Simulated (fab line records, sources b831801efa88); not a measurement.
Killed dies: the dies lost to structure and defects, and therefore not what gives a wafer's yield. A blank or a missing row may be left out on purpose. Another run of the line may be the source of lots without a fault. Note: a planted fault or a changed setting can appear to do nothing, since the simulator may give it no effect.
fab line records	flow gf180mcu
record: lots: 12	wafers: 36	last-day: 34
route steps=602 shown VT_IMPLANT@119 HV_LDD@197 SALICIDE@286 M1@332
lots that met no fault: from a run of the same line without faults
start-h: hours from the record's opening day to when the first of the lot's shown wafers began	wait-h: hours elapsed since this lot's preceding step	" repeats the value in the row above	L1.1+2: a single row standing in for several wafers	- either no value or no given start	* or withheld: withheld	< > ~ a bound
route shown NAME@n: a module of which the file shows steps, and the number in the route of the first	usual: mean/standard deviation taken from wafers without a fault	same: alike in all rows	chamber/n: place in a boat	sites: per-site readings	_std_site: standard deviation of those values	_edge_site: the outer-site mean with the inner-site mean subtracted	radius-mm: for every site, how far away it sits from the centre of the wafer	mask NAME#n: copy n	behind: tool/chamber where the wafer was last shaped	hold: the reason the lot was held/the length of the hold in hours/how it ended	device: which transistor (n, p or np) failed to switch	end of line: at the end of the route, the tests of the same wafers	a step without rows: its recipe alone	killed: dies lost to structure and defects at the first sort, not the wafer's yield	map: shows each die of a wafer: x if killed, . if not, _ if none is there
set.NAME: setting as actually run; set.NAME@STEP: the setting as run at that earlier step	model.NAME: the simulator's own value behind a step, which no gauge read
route steps across a sampled set of lots; one table per step, one row per wafer
services: the hour from which a tool's chamber was out of use, counted from the record's first day as start-h (under 0 if before that day), plus the number of hours and why
== steps ==
step: GF_VT_IMPLANT_OVL_MEAS_29
usual: VT_IMPLANT_02_OVL: -0.2/1.2
lot.wafer	tool	chamber	start-h	wait-h	VT_IMPLANT_02_OVL[nm]
L620.2	overlay-02	-	142.06	0.1	-1.6
L620.5	"	-	"	"	-1.1
L620.6	"	-	"	"	-2.5
L622.2	overlay-01	-	154.70	0.1	-0.3
L622.3	"	-	"	"	0.5
L622.4	"	-	"	"	-1.1
L624.3	overlay-02	-	165.91	0.1	1.0
L624.4	"	-	"	"	-1.5
L624.5	"	-	"	"	1.8
L625.1	overlay-02	-	171.37	0.1	-2.0
L625.4	"	-	"	"	-1.1
L625.5	"	-	"	"	-0.9
L627.3	overlay-02	-	185.53	0.1	1.2
L627.4	"	-	"	"	-1.1
L627.6	"	-	"	"	0.2
L629.1	overlay-01	-	197.67	0.1	-0.7
L629.2	"	-	"	"	0.2
L629.6	"	-	"	"	-1.1
L630.1	overlay-01	-	206.29	0.1	-0.7
L630.2	"	-	"	"	-1.9
L630.5	"	-	"	"	-1.1
L631.1	overlay-01	-	213.94	0.1	1.2
L631.3	"	-	"	"	1.9
L631.6	"	-	"	"	-1.3
L640.1	overlay-02	-	278.04	0.1	2.3
L640.2	"	-	"	"	0.0
L640.5	"	-	"	"	1.4
L639.1	overlay-02	-	278.50	0.1	-0.7
L639.2	"	-	"	"	-0.3
L639.3	"	-	"	"	-2.1
L641.3	overlay-02	-	282.60	0.1	-2.4
L641.5	"	-	"	"	-0.6
L641.6	"	-	"	"	-0.9
L643.2	overlay-02	-	294.60	0.1	0.3
L643.3	"	-	"	"	-1.3
L643.6	"	-	"	"	0.4
step: GF_HV_LDD_IMPLANT_21
recipe: species: BF2	energy-kev: 25	dose-cm2: 5e+13	tilt-deg: 7
usual: beam-energy-keV: 25.001/0.0084	dose-ions-cm2: 5.001e+13/4.9e+10	end-station-pressure-torr: 5.23e-06/2.7e-07
lot.wafer	tool	chamber	start-h	wait-h	beam-energy-keV	dose-ions-cm2	end-station-pressure-torr
L620.2	implanter-01	0	234.70	0.0	25.003	5.017e+13	5.39e-06
L620.5	"	0	"	"	25.011	5.006e+13	4.86e-06
L620.6	"	0	"	"	25.007	5.001e+13	5.3e-06
L622.2	implanter-01	0	250.50	0.0	25.007	5.006e+13	5.56e-06
L622.3	"	0	"	"	25.006	5.005e+13	4.92e-06
L622.4	"	0	"	"	25.010	5.002e+13	5.21e-06
L624.3	implanter-03	0	266.60	0.1	24.989	4.998e+13	5.56e-06
L624.4	"	0	"	"	25.002	5.005e+13	5.4e-06
L624.5	"	0	"	"	24.993	5.006e+13	5.14e-06
L625.1	implanter-02	0	271.09	0.0	25.015	5e+13	4.86e-06
L625.4	"	0	"	"	24.990	5e+13	5.38e-06
L625.5	"	0	"	"	25.005	5.002e+13	5.02e-06
L627.3	implanter-02	0	288.15	0.1	25.002	4.993e+13	4.74e-06
L627.4	"	0	"	"	25.012	4.998e+13	4.86e-06
L627.6	"	0	"	"	25.006	4.995e+13	4.58e-06
L629.1	implanter-03	0	301.20	0.0	24.988	4.999e+13	5.03e-06
L629.2	"	0	"	"	24.987	4.997e+13	5.47e-06
L629.6	"	0	"	"	25.000	5.002e+13	5.16e-06
L630.1	implanter-02	0	313.75	0.0	31.048	5e+13	4.81e-06
L630.2	"	0	"	"	31.058	4.996e+13	5.36e-06
L630.5	"	0	"	"	31.043	5e+13	5.68e-06
L631.1	implanter-02	0	320.10	0.0	31.044	4.997e+13	4.93e-06
L631.3	"	0	"	"	31.035	5.005e+13	5.35e-06
L631.6	"	0	"	"	31.044	5.003e+13	5.24e-06
L640.1	implanter-02	0	393.80	0.0	25.001	5.003e+13	4.65e-06
L640.2	"	0	"	"	25.002	5.002e+13	5.11e-06
L640.5	"	0	"	"	24.979	5.004e+13	4.85e-06
L639.1	implanter-02	0	397.47	0.0	25.005	4.998e+13	5.22e-06
L639.2	"	0	"	"	25.002	4.993e+13	5.32e-06
L639.3	"	0	"	"	24.994	4.992e+13	5.38e-06
L641.3	implanter-03	0	399.45	0.1	24.994	4.997e+13	5.52e-06
L641.5	"	0	"	"	25.007	4.998e+13	5.37e-06
L641.6	"	0	"	"	24.995	4.994e+13	5.04e-06
L643.2	implanter-03	0	415.54	0.0	25.001	4.995e+13	5.09e-06
L643.3	"	0	"	"	25.002	4.998e+13	5.24e-06
L643.6	"	0	"	"	25.003	5.01e+13	4.7e-06
step: GF_HV_LDD_TW_MEAS_23
usual: HV_LDD_2_TW: 1070/13
lot.wafer	tool	chamber	start-h	wait-h	HV_LDD_2_TW
L620.2	film-metro-04	-	234.93	0.1	1060
L620.5	"	-	"	"	1062
L620.6	"	-	"	"	1061
L622.2	film-metro-01	-	250.73	0.1	1061
L622.3	"	-	"	"	1057
L622.4	"	-	"	"	1057
L624.3	film-metro-04	-	266.82	0.1	1066
L624.4	"	-	"	"	1069
L624.5	"	-	"	"	1066
L625.1	film-metro-02	-	271.34	0.1	1087
L625.4	"	-	"	"	1087
L625.5	"	-	"	"	1084
L627.3	film-metro-01	-	288.37	0.1	1056
L627.4	"	-	"	"	1055
L627.6	"	-	"	"	1058
L629.1	film-metro-02	-	301.45	0.1	1079
L629.2	"	-	"	"	1085
L629.6	"	-	"	"	1079
L630.1	film-metro-02	-	314.00	0.1	1152
L630.2	"	-	"	"	1158
L630.5	"	-	"	"	1152
L631.1	film-metro-01	-	320.35	0.1	1118
L631.3	"	-	"	"	1118
L631.6	"	-	"	"	1119
L640.1	film-metro-04	-	394.05	0.1	1063
L640.2	"	-	"	"	1063
L640.5	"	-	"	"	1059
L639.1	film-metro-04	-	397.72	0.1	1067
L639.2	"	-	"	"	1066
L639.3	"	-	"	"	1060
L641.3	film-metro-02	-	399.67	0.1	1082
L641.5	"	-	"	"	1080
L641.6	"	-	"	"	1080
L643.2	film-metro-02	-	415.78	0.1	1080
L643.3	"	-	"	"	1080
L643.6	"	-	"	"	1083
step: GF_SALICIDE_RTA_08
recipe: temp-c: 800	time-s: 30	ambient: N2
usual: lamp-power-pct: 15.9/0.87	wafer_temp_C_max: 804.5/1.5
lot.wafer	tool	chamber	start-h	wait-h	lamp-power-pct	wafer_temp_C_max
L620.2	rtp-anneal-02	0	340.36	0.0	17.0	803.0
L620.5	"	0	"	"	17.0	802.6
L620.6	"	0	"	"	17.0	803.3
L622.2	rtp-anneal-02	0	357.95	0.0	17.0	802.5
L622.3	"	0	"	"	17.1	803.1
L622.4	"	0	"	"	17.0	804.5
L624.3	rtp-anneal-01	0	377.82	0.0	15.3	805.5
L624.4	"	0	"	"	15.3	806.7
L624.5	"	0	"	"	15.3	805.3
L625.1	rtp-anneal-01	0	382.78	0.0	15.3	805.2
L625.4	"	0	"	"	15.3	804.4
L625.5	"	0	"	"	15.3	803.9
L627.3	rtp-anneal-02	0	402.98	0.0	17.1	802.2
L627.4	"	0	"	"	17.1	803.8
L627.6	"	0	"	"	17.0	801.2
L629.1	rtp-anneal-01	0	418.30	0.0	15.2	805.2
L629.2	"	0	"	"	15.3	802.6
L629.6	"	0	"	"	15.3	804.5
L630.1	rtp-anneal-02	0	433.53	0.0	17.1	803.4
L630.2	"	0	"	"	17.1	802.9
L630.5	"	0	"	"	17.0	803.4
L631.1	rtp-anneal-02	0	439.03	0.0	17.0	802.9
L631.3	"	0	"	"	17.0	802.9
L631.6	"	0	"	"	17.1	802.3
L640.1	rtp-anneal-01	0	520.58	0.0	15.3	804.7
L640.2	"	0	"	"	15.3	806.4
L640.5	"	0	"	"	15.3	806.4
L639.1	rtp-anneal-01	0	521.51	0.0	15.3	806.1
L639.2	"	0	"	"	15.3	804.3
L639.3	"	0	"	"	15.3	805.2
L641.3	rtp-anneal-01	0	525.10	0.0	15.3	805.3
L641.5	"	0	"	"	15.3	807.1
L641.6	"	0	"	"	15.2	805.8
L643.2	rtp-anneal-01	0	541.75	0.0	15.2	806.2
L643.3	"	0	"	"	15.3	805.9
L643.6	"	0	"	"	15.3	807.0
step: GF_M1_STRIP_17
recipe: chemistry: O2/N2	power-w: 1400	pressure-mtorr: 1500	platen-temp-c: 250	o2-flow-sccm: 3000	n2-flow-sccm: 300	overash-fraction: 0.5
usual: drypump-motor-current-A: 5.9/0.47	heater-power-w: 351/37	o2-flow-sccm: 3001/8.5	oes-product-au: 0.536/0.0049	strip-time-to-endpoint-s: 7.36/0.038
lot.wafer	tool	chamber	start-h	wait-h	drypump-motor-current-A	heater-power-w	o2-flow-sccm	oes-product-au	rf-hours-counter-h	strip-time-to-endpoint-s
L620.2	plasma-asher-04	0	387.90	0.1	6.1	309	2993	0.539	58	7.39
L620.5	"	0	"	"	6.2	306	2997	0.540	-	7.39
L620.6	"	1	"	"	5.6	414	3008	0.544	-	7.45
L622.2	plasma-asher-04	0	406.33	0.1	6.1	314	2998	0.536	59	7.40
L622.3	"	1	"	"	5.6	405	3003	0.532	-	7.32
L622.4	"	0	"	"	6.1	304	3003	0.536	-	7.39
L624.3	plasma-asher-04	0	427.71	0.2	6.1	306	3006	0.531	-	7.34
L624.4	"	1	"	"	5.6	408	2993	0.537	-	7.39
L624.5	"	1	"	"	5.6	392	3003	0.541	-	7.36
L625.1	plasma-asher-02	1	432.58	0.1	5.4	322	3004	0.532	81	7.31
L625.4	"	1	"	"	5.4	327	3005	0.545	-	7.38
L625.5	"	0	"	"	5.6	329	3004	0.535	-	7.37
L627.3	plasma-asher-04	1	455.11	0.1	5.7	394	3006	0.527	-	7.36
L627.4	"	0	"	"	6.1	302	3005	0.529	-	7.38
L627.6	"	1	"	"	5.6	397	2987	0.535	-	7.36
L629.1	plasma-asher-02	1	469.65	0.1	5.5	316	3003	0.534	85	7.35
L629.2	"	0	"	"	5.6	339	2992	0.532	85	7.33
L629.6	"	0	"	"	5.6	343	3002	0.541	-	7.31
L630.1	plasma-asher-01	0	485.57	0.1	6.8	328	3010	0.533	6	7.37
L630.2	"	1	"	"	5.6	396	3001	0.540	6	7.37
L630.5	"	0	"	"	6.7	332	3008	0.540	-	7.33
L631.1	plasma-asher-01	0	490.33	0.1	6.7	337	3007	0.541	7	7.39
L631.3	"	1	"	"	5.6	391	2989	0.539	-	7.35
L631.6	"	1	"	"	5.6	388	2985	0.539	-	7.41
L640.1	plasma-asher-01	0	568.77	0.1	6.7	330	3013	0.539	15	7.34
L640.2	"	1	"	"	5.6	400	3005	0.542	15	7.39
L640.5	"	0	"	"	6.7	342	2991	0.543	-	7.38
L639.1	plasma-asher-02	0	569.12	0.1	5.6	323	3005	0.537	97	7.33
L639.2	"	1	"	"	5.4	317	3005	0.534	97	7.40
L639.3	"	1	"	"	5.4	321	3002	0.532	-	7.36
L641.3	plasma-asher-02	0	572.08	0.1	5.6	338	3010	0.536	-	7.37
L641.5	"	1	"	"	5.5	321	2982	0.544	-	7.41
L641.6	"	0	"	"	5.6	336	2999	0.544	-	7.43
L643.2	plasma-asher-01	1	589.42	0.1	5.6	388	3003	0.538	18	7.38
L643.3	"	0	"	"	6.7	344	2996	0.536	-	7.34
L643.6	"	1	"	"	5.6	399	2995	0.536	-	7.37
== services ==
tool	chamber	start-h	hours	kind
implanter-03	-	216.81	1.5	repair
plasma-asher-01	-	254.43	0.4	repair
implanter-02	-	280.45	1.8	repair
implanter-03	-	285.55	6.2	repair
plasma-asher-01	-	292.08	0.5	repair
plasma-asher-01	-	304.34	0.5	repair
implanter-02	-	337.55	3.4	pm
rtp-anneal-01	-	348.86	3.9	pm
implanter-03	-	359.86	3.2	repair
plasma-asher-02	-	420.85	3.1	repair
implanter-02	-	421.03	13.0	repair
plasma-asher-01	-	421.25	9.0	pm
plasma-asher-04	-	427.98	0.6	repair
implanter-02	-	429.30	1.7	repair
plasma-asher-01	-	435.29	1.3	repair
plasma-asher-04	-	474.52	2.8	pm
plasma-asher-04	-	482.36	15.6	pm
rtp-anneal-02	-	493.81	1.5	repair
plasma-asher-01	-	512.36	2.8	pm
implanter-03	-	515.47	4.6	pm
plasma-asher-02	-	532.41	0.5	repair
plasma-asher-01	-	537.22	1.6	repair
rtp-anneal-02	-	540.14	5.3	pm
implanter-02	-	588.02	32.2	repair
== key ==
first-sign: step: GF_HV_LDD_IMPLANT_21	reading: beam-energy-keV	direction: up	sigmas: 99+	usual: 25.001	struck: 31.045
effect: step: GF_HV_LDD_TW_MEAS_23	reading: HV_LDD_2_TW	direction: up	sigmas: 5	usual: 1070	struck: 1136
met-at GF_HV_LDD_IMPLANT_21
struck-lots L630,L631
tester-left-out L630,L631
not-acting-at GF_VT_IMPLANT_OVL_MEAS_29,GF_SALICIDE_RTA_08,GF_M1_STRIP_17
onset-between 288.15 313.75
fault: kind: process-parameter-drift	tool: implanter-02	chamber: -	onset-h: 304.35	steps: GF_HV_LDD_IMPLANT_21	channel: energy-kev	offset: 6.0449	shape: step	end-h: 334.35	acts-in: these-recipes-only	stated: 25
tester-left-out: of these lots the tester's yield and bins aren't shown, on N5 and GAA mostly nor the transistor test; their killed dies are dies lost to structure and defects alone, not to doping, threshold or leakage, so they don't give the yield
